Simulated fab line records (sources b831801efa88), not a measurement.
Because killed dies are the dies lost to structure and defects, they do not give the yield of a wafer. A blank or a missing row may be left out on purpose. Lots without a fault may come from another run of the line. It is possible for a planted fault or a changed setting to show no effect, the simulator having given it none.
8D (eight disciplines) problem report, filled in by code -- flow gf180mcu -- the parts of the form that need people (team, actions taken, sign-off) are left out

## 1. THE ISSUE
SALICIDE_TIN_THK at GF_SALICIDE_THK_MEAS_05 reads a mean of 15.99 nm on 1 wafer of 1 lot; wafers without a fault read 20.18 nm with a standard deviation of 0.26. That is -16 standard deviations from the usual mean.
The step: measures by xrf.
First observed at day 19 16:28: wafer L514.3, on filmMetro-01. The record has a number at this step for 39 wafers belonging to 13 lots. Rule for "out", or "out of limits": more than 4 standard deviations from the usual mean. Any other wafer with a number is counted as sound.

## 2. WHAT IT IS, WHAT IT ISN'T
question,is,is not
which readings at this step,SALICIDE_TIN_THK,-
which lots,L514,"L501, L502, L503, L504, L505, L511, L516, L517, L518, L519, L523, L524"
which wafers of those lots,L514.3,"L514.1, L514.4"
read on which gauges,filmMetro-01,"filmMetro-02, filmMetro-03"
when,from day 19 16:28,"up to then (20 sound wafers); but 18 sound wafers of L516, L517, L518, L519, L523, L524 came after"

## 3. THE SUSPECTS, EACH WITH WHAT RULES IT OUT
Counting: if a tool at a process step up to the reading ran every lot that is out, it stays a suspect. Sound lots after the first of them don't rule it out here, since some wafers of a struck lot are sound.
- the gauge at GF_SALICIDE_THK_MEAS_05: kept. All the wafers that are out were read on filmMetro-01, and no step on other tools shows them out.
- pvdSputter-01 at GF_SALICIDE_SPUTTER_03 (material TiN, target thk 20 nm, time 16.7 s): kept. It processed L514, the lot that is out, at day 19 16:19, and its most recent sound lot before then was L505 at day 16 19:22.
What counting leaves: pvdSputter-01 at GF_SALICIDE_SPUTTER_03 and filmMetro-01 at GF_SALICIDE_THK_MEAS_05.

## 4. THE CAUSE (what the simulator had put in)
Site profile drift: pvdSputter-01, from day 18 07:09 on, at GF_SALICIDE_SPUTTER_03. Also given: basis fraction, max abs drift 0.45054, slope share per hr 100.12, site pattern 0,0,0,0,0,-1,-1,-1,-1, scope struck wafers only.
2 suspects survive the count, and this tool is in that group.

## 5. SEQUENCE OF EFFECTS, ordered by route
Each row: a reading where the mean over the struck wafers with a number is more than 3 standard deviations away from the usual. Readings are gone through only where the record gives a usual standard deviation; hours: the median, over the lots, of the time from a lot's start at the first step in this table giving one to that lot's start at this step; sigmas: the change measured in usual standard deviations.
hours,step,reading,usual,on struck wafers,change,sigmas
0,GF_SALICIDE_THK_MEAS_05,SALICIDE_TIN_THK,20.18 nm,15.99,-4.19,-16
Later steps that measure or inspect, where all struck wafers having a row at the step show a number for every such reading and not one has moved that far: GF_M1_RS_MEAS_05.

## 6. WHAT WOULD HAVE CAUGHT IT SOONER
In this record the first reading out of limits at a measuring or inspecting step was taken at day 19 16:28, 33 hours after the fault began at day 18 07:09.
An alarm limit of 4 standard deviations would not have fired on the tool readings at GF_SALICIDE_SPUTTER_03 for which the record gives a usual standard deviation, since none of them was out on any struck wafer.
All the lots that are out (1) had begun GF_SALICIDE_SPUTTER_03 on pvdSputter-01 by day 19 16:28. Holding the tool at that point would not have protected any of them.
